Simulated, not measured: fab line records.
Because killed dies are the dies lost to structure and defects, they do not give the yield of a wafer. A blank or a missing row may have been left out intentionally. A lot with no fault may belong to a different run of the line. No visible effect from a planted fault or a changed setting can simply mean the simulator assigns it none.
fab line records	flow sky130
[record] lots = 6	wafers = 18	lastDay = 50
route steps=708 shown SD_P@327 RES_XHIGH@332 SD_N@343 PAD_OPEN@708
lots untouched by any fault: they come from a run of this same line in which no faults occurred
startH: the number of hours between the record's first day and the start of the first shown wafer of the lot	waitH: how many hours have passed since the lot's step before this one	" identical to the entry in the row above	L1.1+2: one row covering several wafers at once	- either no value or no given start	* or withheld: withheld	< > ~ a bound
route shown NAME@n: NAME is a module with steps in the file, n the number in the route of the first one	usual: the fault-free wafers' mean and standard deviation	same: alike in all rows	chamber/n: place in a boat	sites: readings site by site	_std_site: the standard deviation of these	_edge_site: inner sites' mean taken away from outer sites' mean	radiusMm: how far each site lies from the wafer's centre	mask NAME#n: copy n	behind: the tool/chamber that last shaped the wafer	hold: why the lot was held/for how many hours/how that ended	device: which transistor (n, p or np) failed to switch	end of line: at the end of the route, the tests of the same wafers	a step with no rows: only its recipe	killed: dies lost to structure and defects at the first sort, not the wafer's yield	map: a wafer's dies, marking killed ones x, the rest . and places with no die _
set.NAME: setting as actually run; set.NAME@STEP: the setting as run at that earlier step	model.NAME: the simulator's own value behind a step, which no gauge read
lots seen at some steps along the route; tables by step, rows by wafer
services: the hour from which a tool's chamber was out of use, counted from the record's first day as startH (under 0 if before that day), plus the number of hours and why
[[steps]]
[step SKY_SD_P_CD_MEAS_07]
[recipe] targetCdNm = 380
[usual] cdNm = 380.6/2.6
lot.wafer	tool	chamber	startH	waitH	cdNm
L479.1	cdSem-01	-	616.25	0.1	377.5
L479.3	"	-	"	"	375.8
L479.5	"	-	"	"	378.5
L484.3	cdSem-02	-	657.68	0.1	383.2
L484.5	"	-	"	"	384.1
L484.6	"	-	"	"	383.4
L485.1	cdSem-02	-	664.74	0.1	381.1
L485.2	"	-	"	"	379.7
L485.4	"	-	"	"	379.2
L490.1	cdSem-02	-	698.94	0.1	380.9
L490.2	"	-	"	"	380.0
L490.4	"	-	"	"	380.1
L497.2	cdSem-01	-	750.41	0.1	384.2
L497.3	"	-	"	"	382.6
L497.4	"	-	"	"	381.8
L499.2	cdSem-01	-	764.91	0.1	380.8
L499.3	"	-	"	"	376.1
L499.6	"	-	"	"	378.5
[step SKY_SD_P_OVL_MEAS_08]
[usual] SD_P_OVL = 0.4/1.4
lot.wafer	tool	chamber	startH	waitH	SD_P_OVL[nm]
L479.1	overlay-01	-	616.37	0.1	-2.1
L479.3	"	-	"	"	-2.6
L479.5	"	-	"	"	-2.7
L484.3	overlay-02	-	657.77	0.1	1.3
L484.5	"	-	"	"	0.6
L484.6	"	-	"	"	0.4
L485.1	overlay-02	-	664.86	0.1	1.0
L485.2	"	-	"	"	-0.1
L485.4	"	-	"	"	0.6
L490.1	overlay-02	-	699.06	0.1	1.2
L490.2	"	-	"	"	0.3
L490.4	"	-	"	"	0.6
L497.2	overlay-02	-	750.51	0.1	3.9
L497.3	"	-	"	"	0.4
L497.4	"	-	"	"	1.2
L499.2	overlay-02	-	765.02	0.1	-1.0
L499.3	"	-	"	"	-0.2
L499.6	"	-	"	"	-1.3
[step SKY_SD_P_IMPLANT_09]
[recipe] species = BF2	energyKev = 20	doseCm2 = 3e+15	tiltDeg = 0
[step SKY_SD_P_STRIP_10]
[recipe] chemistry = O2/N2	powerW = 1400	pressureMtorr = 1500	platenTempC = withheld	o2FlowSccm = 3000	n2FlowSccm = 300	overashFraction = 0.5
[usual] drypumpMotorCurrentA = 5.32/0.25	oesProductAu = 0.618/0.0046	stripTimeToEndpointS = 17.47/0.036
lot.wafer	tool	chamber	startH	waitH	drypumpMotorCurrentA	oesProductAu	rfHoursCounterH	stripTimeToEndpointS
L479.1	plasmaAsher-02	0	616.55	0.1	5.63	0.623	92	17.46
L479.3	"	1	"	"	5.17	0.620	-	17.48
L479.5	"	1	"	"	5.13	0.617	-	17.47
L484.3	plasmaAsher-01	0	657.98	0.1	5.15	0.618	-	17.48
L484.5	"	0	"	"	5.16	0.618	-	17.48
L484.6	"	1	"	"	5.55	0.613	-	17.47
L485.1	plasmaAsher-03	1	665.05	0.1	4.99	0.617	57	17.45
L485.2	"	0	"	"	5.43	0.606	57	17.40
L485.4	"	0	"	"	5.44	0.614	-	17.43
L490.1	plasmaAsher-03	0	699.25	0.1	5.43	0.626	60	17.50
L490.2	"	1	"	"	4.92	0.619	60	17.47
L490.4	"	0	"	"	5.43	0.615	-	17.47
L497.2	plasmaAsher-01	0	750.69	0.1	5.17	0.617	34	17.45
L497.3	"	1	"	"	5.54	0.621	-	17.40
L497.4	"	0	"	"	5.15	0.616	-	17.41
L499.2	plasmaAsher-02	0	765.20	0.1	5.62	0.619	3	17.49
L499.3	"	1	"	"	5.13	0.613	-	17.49
L499.6	"	1	"	"	5.15	0.619	-	17.49
[step SKY_SD_P_TW_MEAS_11]
[usual] SD_P_TW = 2816/19
lot.wafer	tool	chamber	startH	waitH	SD_P_TW
L479.1	filmMetro-01	-	616.65	0.1	2805
L479.3	"	-	"	"	2805
L479.5	"	-	"	"	2801
L484.3	filmMetro-04	-	658.06	0.1	2844
L484.5	"	-	"	"	2857
L484.6	"	-	"	"	2850
L485.1	filmMetro-04	-	665.15	0.1	2851
L485.2	"	-	"	"	2830
L485.4	"	-	"	"	2839
L490.1	filmMetro-01	-	699.35	0.1	2778
L490.2	"	-	"	"	2779
L490.4	"	-	"	"	2783
L497.2	filmMetro-03	-	750.80	0.1	2809
L497.3	"	-	"	"	2801
L497.4	"	-	"	"	2812
L499.2	filmMetro-03	-	765.31	0.1	2797
L499.3	"	-	"	"	2803
L499.6	"	-	"	"	2811
[step SKY_RES_XHIGH_DEHYDRATE_00]
[recipe] tempC = 200	timeS = 60
[step SKY_RES_XHIGH_HMDS_01]
[recipe] primeTimeS = 60	primeTempC = 120
[step SKY_RES_XHIGH_COAT_02]
[recipe] resist = NOVOLAK	spinRpm = 3000	resistThkNm = 1140
[step SKY_RES_XHIGH_SOFTBAKE_03]
[recipe] tempC = 90	timeS = 60	resist = NOVOLAK
[step SKY_RES_XHIGH_EXPOSE_04]
[recipe] maskId = URPM	na = 0.6	sourceShape = conventional	sigmaOuter = 0.6	polarization = unpolarized	targetCdNm = 1270	doseMj = 140
[step SKY_RES_XHIGH_PEB_05]
[recipe] tempC = withheld	timeS = *	resist = NOVOLAK
[step SKY_RES_XHIGH_DEVELOP_06]
[recipe] resist = NOVOLAK	developer = TMAH	developTimeS = 60	devTempC = 23
[step SKY_RES_XHIGH_IMPLANT_07]
[recipe] species = BF2	energyKev = 20	doseCm2 = 3.6e+14	tiltDeg = 0
[usual] faradayCurrentUA = 501/73	tiltDeg = -0.003/0.02
lot.wafer	tool	chamber	startH	waitH	faradayCurrentUA	tiltDeg
L479.1	implanter-02	0	645.89	0.1	446	-0.021
L479.3	"	0	"	"	438	-0.054
L479.5	"	0	"	"	446	-0.001
L484.3	implanter-02	0	685.32	0.1	428	-0.016
L484.5	"	0	"	"	406	-0.017
L484.6	"	0	"	"	431	-0.039
L485.1	implanter-02	0	692.37	0.1	438	-0.003
L485.2	"	0	"	"	431	-0.028
L485.4	"	0	"	"	444	0.011
L490.1	implanter-03	0	726.59	0.1	541	-0.031
L490.2	"	0	"	"	559	-0.052
L490.4	"	0	"	"	548	0.003
L497.2	implanter-01	0	776.95	0.1	607	-0.006
L497.3	"	0	"	"	607	0.017
L497.4	"	0	"	"	606	0.008
L499.2	implanter-02	0	792.25	0.1	433	-0.009
L499.3	"	0	"	"	429	0.005
L499.6	"	0	"	"	417	-0.015
[step SKY_RES_XHIGH_STRIP_08]
[recipe] chemistry = O2/N2	powerW = 1400	pressureMtorr = 1500	platenTempC = withheld	o2FlowSccm = 3000	n2FlowSccm = 300	overashFraction = 0.5
[usual] drypumpMotorCurrentA = 5.6/0.4	oesProductAu = 0.711/0.0044	stripTimeToEndpointS = 14.26/0.044
lot.wafer	tool	chamber	startH	waitH	drypumpMotorCurrentA	oesProductAu	rfHoursCounterH	stripTimeToEndpointS
L479.1	plasmaAsher-03	1	646.04	0.1	4.9	0.707	54	14.24
L479.3	"	0	"	"	5.5	0.714	-	14.22
L479.5	"	0	"	"	5.4	0.713	-	14.23
L484.3	plasmaAsher-04	0	685.45	0.1	6.1	0.722	-	14.16
L484.5	"	0	"	"	6.1	0.712	-	14.16
L484.6	"	1	"	"	5.7	0.716	-	14.18
L485.1	plasmaAsher-04	0	692.52	0.1	6.1	0.720	81	14.14
L485.2	"	1	"	"	5.7	0.717	81	14.14
L485.4	"	0	"	"	6.1	0.714	-	14.16
L490.1	plasmaAsher-04	1	726.74	0.1	5.6	0.712	85	14.21
L490.2	"	0	"	"	6.1	0.722	85	14.25
L490.4	"	0	"	"	6.1	0.712	-	14.26
L497.2	plasmaAsher-02	1	777.07	0.1	5.1	0.710	4	14.27
L497.3	"	0	"	"	5.6	0.707	-	14.28
L497.4	"	1	"	"	5.2	0.714	-	14.26
L499.2	plasmaAsher-02	0	792.37	0.1	5.6	0.707	5	14.19
L499.3	"	1	"	"	5.2	0.713	-	14.22
L499.6	"	1	"	"	5.2	0.714	-	14.19
[step SKY_RES_XHIGH_TW_MEAS_09]
[usual] RES_XHIGH_TW = 1636/12
lot.wafer	tool	chamber	startH	waitH	hold	RES_XHIGH_TW
L479.1	filmMetro-03	-	646.18	0.1	-	1631
L479.3	"	-	"	"	-	1626
L479.5	"	-	"	"	-	1630
L484.3	filmMetro-04	-	685.54	0.1	awaitDispo/0.2h/release	1577
L484.5	"	-	"	"	awaitDispo/0.2h/release	1579
L484.6	"	-	"	"	awaitDispo/0.2h/release	1573
L484.3	filmMetro-04	-	685.77	0.2	-	1573
L484.5	"	-	"	"	-	1579
L484.6	"	-	"	"	-	1584
L485.1	filmMetro-03	-	692.62	0.1	awaitDispo/0.2h/release	1565
L485.2	"	-	"	"	awaitDispo/0.2h/release	1564
L485.4	"	-	"	"	awaitDispo/0.2h/release	1560
L485.1	filmMetro-03	-	692.85	0.2	-	1549
L485.2	"	-	"	"	-	1566
L485.4	"	-	"	"	-	1563
L490.1	filmMetro-04	-	726.84	0.1	-	1649
L490.2	"	-	"	"	-	1645
L490.4	"	-	"	"	-	1641
L497.2	filmMetro-03	-	777.18	0.1	-	1627
L497.3	"	-	"	"	-	1635
L497.4	"	-	"	"	-	1636
L499.2	filmMetro-03	-	792.48	0.1	-	1627
L499.3	"	-	"	"	-	1631
L499.6	"	-	"	"	-	1637
[step SKY_SD_N_HMDS_01]
[recipe] primeTimeS = 60	primeTempC = 120
[step SKY_SD_N_COAT_02]
[recipe] resist = NOVOLAK	spinRpm = 3000	resistThkNm = 1140
[step SKY_SD_N_SOFTBAKE_03]
[recipe] tempC = 90	timeS = 60	resist = NOVOLAK
[step SKY_SD_N_EXPOSE_04]
[recipe] maskId = NSDM	na = 0.6	sourceShape = conventional	sigmaOuter = 0.6	polarization = unpolarized	targetCdNm = 380	doseMj = 141
[step SKY_SD_N_PEB_05]
[recipe] tempC = withheld	timeS = *	resist = NOVOLAK
[step SKY_SD_N_DEVELOP_06]
[recipe] resist = NOVOLAK	developer = TMAH	developTimeS = 60	devTempC = 23
[step SKY_SD_N_CD_MEAS_07]
[recipe] targetCdNm = 380
[usual] cdNm = 380.2/2.4
lot.wafer	tool	chamber	startH	waitH	cdNm
L479.1	cdSem-02	-	673.84	0.1	382.5
L479.3	"	-	"	"	381.8
L479.5	"	-	"	"	381.0
L484.3	cdSem-01	-	713.43	0.1	381.3
L484.5	"	-	"	"	380.6
L484.6	"	-	"	"	379.9
L485.1	cdSem-01	-	719.37	0.1	379.6
L485.2	"	-	"	"	380.2
L485.4	"	-	"	"	380.7
L490.1	cdSem-02	-	754.04	0.1	379.7
L490.2	"	-	"	"	380.9
L490.4	"	-	"	"	380.2
L497.2	cdSem-01	-	803.61	0.1	376.5
L497.3	"	-	"	"	378.7
L497.4	"	-	"	"	377.6
L499.2	cdSem-02	-	818.61	0.1	384.3
L499.3	"	-	"	"	383.6
L499.6	"	-	"	"	384.8
[step SKY_SD_N_OVL_MEAS_08]
[usual] SD_N_OVL = -0.3/1.4
lot.wafer	tool	chamber	startH	waitH	SD_N_OVL[nm]
L479.1	overlay-02	-	673.96	0.1	-1.0
L479.3	"	-	"	"	0.4
L479.5	"	-	"	"	0.3
L484.3	overlay-01	-	713.52	0.1	-3.6
L484.5	"	-	"	"	-3.0
L484.6	"	-	"	"	-3.1
L485.1	overlay-01	-	719.49	0.1	2.1
L485.2	"	-	"	"	1.6
L485.4	"	-	"	"	2.0
L490.1	overlay-02	-	754.16	0.1	0.5
L490.2	"	-	"	"	2.7
L490.4	"	-	"	"	-0.9
L497.2	overlay-01	-	803.72	0.1	0.3
L497.3	"	-	"	"	-1.2
L497.4	"	-	"	"	0.2
L499.2	overlay-02	-	818.71	0.1	0.7
L499.3	"	-	"	"	0.0
L499.6	"	-	"	"	0.5
[step SKY_SD_N_IMPLANT_09]
[recipe] species = As	energyKev = 50	doseCm2 = 4e+15	tiltDeg = 0
[step SKY_SD_N_IMPLANT_10]
[recipe] species = P	energyKev = 20	doseCm2 = 1e+14	tiltDeg = 0
[step SKY_SD_N_STRIP_11]
[recipe] chemistry = O2/N2	powerW = 1400	pressureMtorr = 1500	platenTempC = withheld	o2FlowSccm = 3000	n2FlowSccm = 300	overashFraction = 0.5
[usual] drypumpMotorCurrentA = 5.4/0.38	oesProductAu = 0.527/0.0044	stripTimeToEndpointS = 22.54/0.058
lot.wafer	tool	chamber	startH	waitH	drypumpMotorCurrentA	oesProductAu	rfHoursCounterH	stripTimeToEndpointS
L479.1	plasmaAsher-03	1	674.30	0.1	4.9	0.536	58	22.51
L479.3	"	1	"	"	5.0	0.527	-	22.53
L479.5	"	0	"	"	5.4	0.528	-	22.58
L484.3	plasmaAsher-03	0	713.88	0.1	5.4	0.526	-	22.49
L484.5	"	1	"	"	4.9	0.516	-	22.43
L484.6	"	0	"	"	5.4	0.529	-	22.45
L485.1	plasmaAsher-03	1	719.83	0.1	5.0	0.529	63	22.55
L485.2	"	0	"	"	5.4	0.528	63	22.62
L485.4	"	0	"	"	5.4	0.525	-	22.54
L490.1	plasmaAsher-03	0	754.49	0.1	5.4	0.529	66	22.58
L490.2	"	1	"	"	5.0	0.526	66	22.54
L490.4	"	1	"	"	5.0	0.528	-	22.52
L497.2	plasmaAsher-04	0	804.05	0.1	6.1	0.522	93	22.57
L497.3	"	0	"	"	6.1	0.523	-	22.57
L497.4	"	1	"	"	5.7	0.530	-	22.59
L499.2	plasmaAsher-03	0	819.05	0.1	5.4	0.527	71	22.51
L499.3	"	1	"	"	4.9	0.531	-	22.55
L499.6	"	1	"	"	4.9	0.522	-	22.50
[step SKY_SD_N_TW_MEAS_12]
[usual] SD_N_TW = 3979/32
lot.wafer	tool	chamber	startH	waitH	SD_N_TW
L479.1	filmMetro-03	-	674.40	0.1	3945
L479.3	"	-	"	"	3935
L479.5	"	-	"	"	3925
L484.3	filmMetro-04	-	713.96	0.1	3990
L484.5	"	-	"	"	3993
L484.6	"	-	"	"	3989
L485.1	filmMetro-04	-	719.93	0.1	3985
L485.2	"	-	"	"	3995
L485.4	"	-	"	"	4023
L490.1	filmMetro-01	-	754.59	0.1	3942
L490.2	"	-	"	"	3952
L490.4	"	-	"	"	3962
L497.2	filmMetro-04	-	804.16	0.1	4006
L497.3	"	-	"	"	4024
L497.4	"	-	"	"	4009
L499.2	filmMetro-04	-	819.16	0.1	3992
L499.3	"	-	"	"	3999
L499.6	"	-	"	"	3989
[step SKY_SD_N_CLEAN_13]
[recipe] chemistry = SC1/SC2	mix = 1:4:20	tempC = 70	timeS = 150	dry = n2Spin
[step SKY_SD_N_RTA_14]
[recipe] tempC = 1075	timeS = 2	idleTempC = 650	rampUpCPerS = 150	rampDownCPerS = 90	ambient = N2
[usual] lampPowerPct = 15.74/0.047	wafer_temp_C_max = 1078.0/1.5
lot.wafer	tool	chamber	startH	waitH	lampPowerPct	wafer_temp_C_max
L479.1	rtpAnneal-01	0	674.51	0.0	15.80	1081.9
L479.3	"	0	"	"	15.72	1080.6
L479.5	"	0	"	"	15.77	1080.9
L484.3	rtpAnneal-02	0	714.07	0.0	15.71	1079.2
L484.5	"	0	"	"	15.69	1078.4
L484.6	"	0	"	"	15.72	1081.2
L485.1	rtpAnneal-01	0	720.04	0.0	15.77	1077.6
L485.2	"	0	"	"	15.72	1079.4
L485.4	"	0	"	"	15.74	1077.4
L490.1	rtpAnneal-02	0	754.70	0.0	15.82	1079.1
L490.2	"	0	"	"	15.72	1077.5
L490.4	"	0	"	"	15.76	1077.5
L497.2	rtpAnneal-01	0	804.31	0.0	15.76	1078.3
L497.3	"	0	"	"	15.81	1077.4
L497.4	"	0	"	"	15.76	1075.2
L499.2	rtpAnneal-01	0	819.27	0.0	15.69	1080.4
L499.3	"	0	"	"	15.75	1076.2
L499.6	"	0	"	"	15.71	1080.3
[step SKY_SD_N_RS_MEAS_16]
[recipe] thkMeasGauge = four-point-probe
[usual] SD_N_RS = 68.55/0.12
lot.wafer	tool	chamber	startH	waitH	SD_N_RS[ohm/sq]
L479.1	filmMetro-01	-	674.68	0.1	68.54
L479.3	"	-	"	"	68.49
L479.5	"	-	"	"	68.50
L484.3	filmMetro-01	-	714.27	0.1	68.36
L484.5	"	-	"	"	68.51
L484.6	"	-	"	"	68.45
L485.1	filmMetro-01	-	720.21	0.1	68.49
L485.2	"	-	"	"	68.50
L485.4	"	-	"	"	68.33
L490.1	filmMetro-04	-	754.88	0.1	68.56
L490.2	"	-	"	"	68.63
L490.4	"	-	"	"	68.63
L497.2	filmMetro-03	-	804.50	0.1	68.60
L497.3	"	-	"	"	68.55
L497.4	"	-	"	"	68.64
L499.2	filmMetro-03	-	819.46	0.1	68.65
L499.3	"	-	"	"	68.68
L499.6	"	-	"	"	68.54
[step SKY_SD_N_RS_MEAS_17]
[recipe] thkMeasGauge = four-point-probe
[usual] SD_P_RS = 147.1/0.35
lot.wafer	tool	chamber	startH	waitH	SD_P_RS[ohm/sq]
L479.1	filmMetro-01	-	674.80	0.1	147.1
L479.3	"	-	"	"	147.4
L479.5	"	-	"	"	146.6
L484.3	filmMetro-01	-	714.39	0.1	146.6
L484.5	"	-	"	"	146.6
L484.6	"	-	"	"	146.4
L485.1	filmMetro-01	-	720.33	0.1	147.6
L485.2	"	-	"	"	146.9
L485.4	"	-	"	"	147.2
L490.1	filmMetro-04	-	755.00	0.1	147.5
L490.2	"	-	"	"	147.0
L490.4	"	-	"	"	147.6
L497.2	filmMetro-03	-	804.62	0.1	147.7
L497.3	"	-	"	"	147.4
L497.4	"	-	"	"	147.3
L499.2	filmMetro-03	-	819.58	0.1	147.4
L499.3	"	-	"	"	147.4
L499.6	"	-	"	"	147.2
[step SKY_SD_N_RS_MEAS_18]
[recipe] thkMeasGauge = four-point-probe
[usual] RES_XHIGH_RS = 333.3/1.1
lot.wafer	tool	chamber	startH	waitH	hold	RES_XHIGH_RS[ohm/sq]
L479.1	filmMetro-01	-	674.92	0.1	-	332.3
L479.3	"	-	"	"	-	331.0
L479.5	"	-	"	"	-	330.2
L484.3	filmMetro-01	-	714.51	0.1	awaitDispo/0.2h/release	376.2
L484.5	"	-	"	"	awaitDispo/0.2h/release	373.8
L484.6	"	-	"	"	awaitDispo/0.2h/release	376.4
L484.3	filmMetro-01	-	714.86	0.3	-	376.9
L484.5	"	-	"	"	-	374.5
L484.6	"	-	"	"	-	375.3
L485.1	filmMetro-01	-	720.45	0.1	awaitDispo/0.2h/release	373.4
L485.2	"	-	"	"	awaitDispo/0.2h/release	373.6
L485.4	"	-	"	"	awaitDispo/0.2h/release	372.7
L485.1	filmMetro-01	-	720.74	0.3	-	373.0
L485.2	"	-	"	"	-	372.9
L485.4	"	-	"	"	-	373.2
L490.1	filmMetro-04	-	755.12	0.1	-	332.1
L490.2	"	-	"	"	-	331.3
L490.4	"	-	"	"	-	332.3
L497.2	filmMetro-03	-	804.74	0.1	-	334.6
L497.3	"	-	"	"	-	334.8
L497.4	"	-	"	"	-	334.5
L499.2	filmMetro-03	-	819.70	0.1	-	333.5
L499.3	"	-	"	"	-	333.8
L499.6	"	-	"	"	-	332.9
[step SKY_PAD_OPEN_PROBE_99]
[usual] killed_at_M0_to_M3 = 43/6.5	killed_at_M4_up = 3.5/1.9	killedAtContacts = 24/5.4	killedAtFrontEnd = 16/4.8	killedAtOther = 0.4/0.64	killedDies = 87/9.4	killedOnRim = 18/4.1	killedOpen = 47/7	killedShort = 40/6.3
[same] grossDies = 492	killedAtBackSide = 0
lot.wafer	tool	chamber	startH	waitH	killed_at_M0_to_M3	killed_at_M4_up	killedAtContacts	killedAtFrontEnd	killedAtOther	killedDies	killedOnRim	killedOpen	killedShort	model.etest.resXhighPo.lineOhmUm	model.etest.resXhighPo.rsOhmSqRange	model.etest.resXhighPo.rsOhmSq	model.etest.resXhighPo.rsOhmSqRimLessCentre
L479.1	prober-02	-	1094.87	0.1	39	1	22	17	0	79	17	32	47	6032	103.6	2093	87.61
L479.3	prober-02	-	1094.97	0.2	62	3	18	14	0	97	20	56	41	5904	96.47	2096	79.95
L479.5	prober-02	-	1095.07	0.2	32	2	15	18	0	67	15	32	34	5825	71.94	2050	59.12
L484.3	prober-01	-	1124.61	0.2	46	3	27	11	2	89	14	49	40	1.034e+04	1756	3663	-828.5
L484.5	prober-01	-	1124.71	0.2	48	1	32	12	0	93	19	49	44	1.021e+04	1647	3526	-721.6
L484.6	prober-01	-	1124.76	0.2	41	4	25	7	0	77	10	44	33	1.053e+04	1848	3742	-826.9
L485.1	prober-02	-	1126.81	0.1	37	3	17	15	0	72	16	38	34	1.015e+04	1792	3590	-647.4
L485.2	prober-02	-	1126.86	0.1	40	2	25	16	1	84	12	46	38	1.026e+04	1780	3562	-609.8
L485.4	prober-02	-	1126.96	0.2	44	7	28	16	0	95	12	54	40	1.031e+04	1904	3639	-622
L490.1	prober-02	-	1150.66	0.1	50	3	18	28	0	99	18	55	44	5740	60.2	1958	-18.69
L490.2	prober-02	-	1150.71	0.1	47	6	21	15	0	89	15	46	43	5801	46.18	2068	-7.959
L490.4	prober-02	-	1150.81	0.2	43	4	29	22	2	100	16	49	51	5847	42.23	2054	-13.27
L497.2	prober-01	-	1184.43	0.1	38	2	33	16	0	89	20	53	36	5890	59.15	2048	45.53
L497.3	prober-01	-	1184.48	0.2	37	3	21	21	0	82	17	51	31	5980	81.18	2077	39.49
L497.4	prober-01	-	1184.53	0.2	43	3	25	12	0	83	19	42	39	5703	51.03	1992	26.11
L499.2	prober-01	-	1194.84	0.1	43	2	19	21	0	85	12	46	39	5990	65.24	2084	-51.06
L499.3	prober-01	-	1194.89	0.2	32	1	20	25	1	79	13	34	44	5675	57.42	2031	-21.79
L499.6	prober-01	-	1195.04	0.2	42	7	24	21	1	95	23	47	48	6093	76.01	2110	-35.69
// killed by level:class
L479.1 METAL2:geometricParticle:short=7 METAL1:geometricParticle:short=7 FIELD_ISO:geometricParticle:short=6 CONTACT:geometricParticle:open=6 VIA3:geometricParticle:short=6 POLY_GATE:geometricParticle:short=5 LI_CONTACT:geometricParticle:open=5 CONTACT:geometricParticle:short=5
L479.3 VIA1:geometricParticle:open=16 VIA3:geometricParticle:open=9 METAL2:geometricParticle:short=8 VIA2:geometricParticle:open=7 LI_CONTACT:geometricParticle:open=5 CONTACT:geometricParticle:open=5 METAL3:geometricParticle:short=5 FIELD_ISO:geometricParticle:open=4
L479.5 VIA1:geometricParticle:open=7 FIELD_ISO:geometricParticle:short=5 POLY_GATE:geometricParticle:open=5 LI_CONTACT:geometricParticle:open=5 METAL1:geometricParticle:short=5 CONTACT:geometricParticle:open=4 METAL2:geometricParticle:short=4 POLY_GATE:geometricParticle:short=3
L484.3 CONTACT:geometricParticle:open=11 VIA1:geometricParticle:open=9 LI_CONTACT:geometricParticle:open=7 METAL1:geometricParticle:short=7 METAL2:geometricParticle:short=7 VIA3:geometricParticle:open=7 POLY_GATE:geometricParticle:open=4 LOCAL_INTERCONNECT:geometricParticle:short=4
L484.5 VIA1:geometricParticle:open=13 CONTACT:geometricParticle:open=10 LI_CONTACT:geometricParticle:open=9 VIA1:geometricParticle:short=9 VIA3:geometricParticle:open=7 CONTACT:geometricParticle:short=6 POLY_GATE:geometricParticle:short=5 METAL2:geometricParticle:short=5
L484.6 CONTACT:geometricParticle:open=12 VIA1:geometricParticle:open=11 VIA2:geometricParticle:open=7 METAL1:geometricParticle:short=6 LI_CONTACT:geometricParticle:open=5 CONTACT:geometricParticle:short=4 VIA1:geometricParticle:short=4 METAL2:geometricParticle:short=4
L485.1 VIA1:geometricParticle:open=9 VIA2:geometricParticle:open=8 CONTACT:geometricParticle:open=8 FIELD_ISO:geometricParticle:short=6 LI_CONTACT:geometricParticle:open=5 VIA3:geometricParticle:open=5 VIA2:geometricParticle:short=4 LOCAL_INTERCONNECT:geometricParticle:short=3
L485.2 LI_CONTACT:geometricParticle:open=11 POLY_GATE:geometricParticle:short=7 CONTACT:geometricParticle:open=7 VIA1:geometricParticle:open=7 VIA2:geometricParticle:open=6 METAL2:geometricParticle:short=6 METAL1:geometricParticle:short=5 FIELD_ISO:geometricParticle:open=3
L485.4 CONTACT:geometricParticle:open=14 VIA1:geometricParticle:open=8 METAL2:geometricParticle:short=7 LI_CONTACT:geometricParticle:open=6 VIA1:geometricParticle:short=6 VIA3:geometricParticle:open=6 VIA2:geometricParticle:open=5 SPACER:geometricParticle:open=4
L490.1 VIA1:geometricParticle:open=12 FIELD_ISO:geometricParticle:short=11 LI_CONTACT:geometricParticle:open=7 VIA1:geometricParticle:short=7 VIA2:geometricParticle:open=7 METAL1:geometricParticle:short=6 VIA3:geometricParticle:open=6 FIELD_ISO:geometricParticle:open=5
L490.2 VIA1:geometricParticle:open=13 CONTACT:geometricParticle:open=9 METAL1:geometricParticle:short=8 VIA1:geometricParticle:short=7 FIELD_ISO:geometricParticle:short=5 LI_CONTACT:geometricParticle:open=5 VIA3:geometricParticle:short=4 FIELD_ISO:geometricParticle:open=3
L490.4 VIA1:geometricParticle:open=14 LI_CONTACT:geometricParticle:open=7 CONTACT:geometricParticle:open=7 METAL1:geometricParticle:short=7 POLY_GATE:geometricParticle:short=6 FIELD_ISO:geometricParticle:open=5 CONTACT:geometricParticle:short=5 LOCAL_INTERCONNECT:geometricParticle:short=5
L497.2 LI_CONTACT:geometricParticle:open=11 CONTACT:geometricParticle:open=11 METAL1:geometricParticle:short=7 VIA2:geometricParticle:open=7 CONTACT:geometricParticle:short=6 VIA3:geometricParticle:open=6 POLY_GATE:geometricParticle:short=5 FIELD_ISO:geometricParticle:short=4
L497.3 VIA3:geometricParticle:open=9 CONTACT:geometricParticle:open=8 VIA1:geometricParticle:open=7 VIA2:geometricParticle:open=7 POLY_GATE:geometricParticle:short=5 POLY_GATE:geometricParticle:open=5 LI_CONTACT:geometricParticle:open=5 FIELD_ISO:geometricParticle:open=4
L497.4 CONTACT:geometricParticle:open=10 CONTACT:geometricParticle:short=8 VIA1:geometricParticle:open=8 VIA2:geometricParticle:open=7 METAL2:geometricParticle:short=6 VIA3:geometricParticle:open=6 VIA1:geometricParticle:short=5 LI_CONTACT:geometricParticle:open=4
L499.2 VIA1:geometricParticle:open=9 VIA3:geometricParticle:open=9 FIELD_ISO:geometricParticle:short=8 CONTACT:geometricParticle:short=6 METAL2:geometricParticle:short=6 FIELD_ISO:geometricParticle:open=5 POLY_GATE:geometricParticle:open=5 CONTACT:geometricParticle:open=5
L499.3 POLY_GATE:geometricParticle:short=8 FIELD_ISO:geometricParticle:short=7 LI_CONTACT:geometricParticle:open=6 VIA2:geometricParticle:open=6 LOCAL_INTERCONNECT:geometricParticle:short=5 FIELD_ISO:geometricParticle:open=4 CONTACT:geometricParticle:open=4 VIA1:geometricParticle:open=4
L499.6 FIELD_ISO:geometricParticle:short=8 CONTACT:geometricParticle:open=8 VIA3:geometricParticle:open=8 FIELD_ISO:geometricParticle:open=6 CONTACT:geometricParticle:short=6 METAL2:geometricParticle:short=5 VIA1:geometricParticle:open=5 METAL1:geometricParticle:short=4
[[services]]
tool	chamber	startH	hours	kind
implanter-03	-	593.10	3.2	repair
implanter-03	-	593.83	2.3	repair
implanter-02	-	613.68	1.1	repair
plasmaAsher-04	-	640.62	2.1	repair
plasmaAsher-04	-	642.76	28.1	pm
implanter-01	-	668.01	0.8	repair
plasmaAsher-02	-	668.92	2.1	repair
implanter-02	-	674.13	1.0	repair
plasmaAsher-04	-	698.60	1.9	repair
plasmaAsher-01	-	700.62	4.9	repair
rtpAnneal-01	-	703.77	4.6	pm
plasmaAsher-02	-	733.75	9.0	pm
plasmaAsher-02	0	733.75	9.0	ventCycle
implanter-03	-	734.48	10.5	repair
plasmaAsher-04	-	739.16	1.3	repair
plasmaAsher-01	-	750.92	2.8	pm
implanter-02	-	751.28	13.6	repair
implanter-03	-	753.57	23.4	repair
plasmaAsher-03	-	756.18	14.6	pm
implanter-03	-	776.92	5.5	pm
implanter-02	-	779.90	3.2	pm
implanter-02	-	783.23	3.4	repair
plasmaAsher-01	-	813.90	14.6	pm
plasmaAsher-04	-	817.59	1.6	repair
[[key]]
[firstSign] step = SKY_RES_XHIGH_TW_MEAS_09	reading = visit	direction = added
[effect] step = SKY_RES_XHIGH_TW_MEAS_09	reading = RES_XHIGH_TW	direction = down	sigmas = 5.7	usual = 1636	struck = 1570
[effect] step = SKY_SD_N_RS_MEAS_18	reading = visit	direction = added
[effect] step = SKY_SD_N_RS_MEAS_18	reading = RES_XHIGH_RS	direction = up	sigmas = 36	usual = 333.3	struck = 374.3
[modelEffect] step = SKY_PAD_OPEN_PROBE_99	value = etest.resXhighPo.lineOhmUm	without = 5690	struck = 1.03e+04
metAt SKY_RES_XHIGH_IMPLANT_07
struckWafers L484.3,L484.5,L484.6,L485.1,L485.2,L485.4
testerLeftOut L484,L485
onsetBetween 645.89 685.32
[fault] kind = processParameterDrift	tool = implanter-02	chamber = -	onsetH = 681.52	steps = SKY_RES_XHIGH_IMPLANT_07	channel = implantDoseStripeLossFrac	offset = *	shape = step	endH = 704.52
// testerLeftOut: of these lots the tester's yield and bins aren't shown, on N5 and GAA mostly nor the transistor test; their killed dies are dies lost to structure and defects alone, not to doping, threshold or leakage, so they don't give the yield
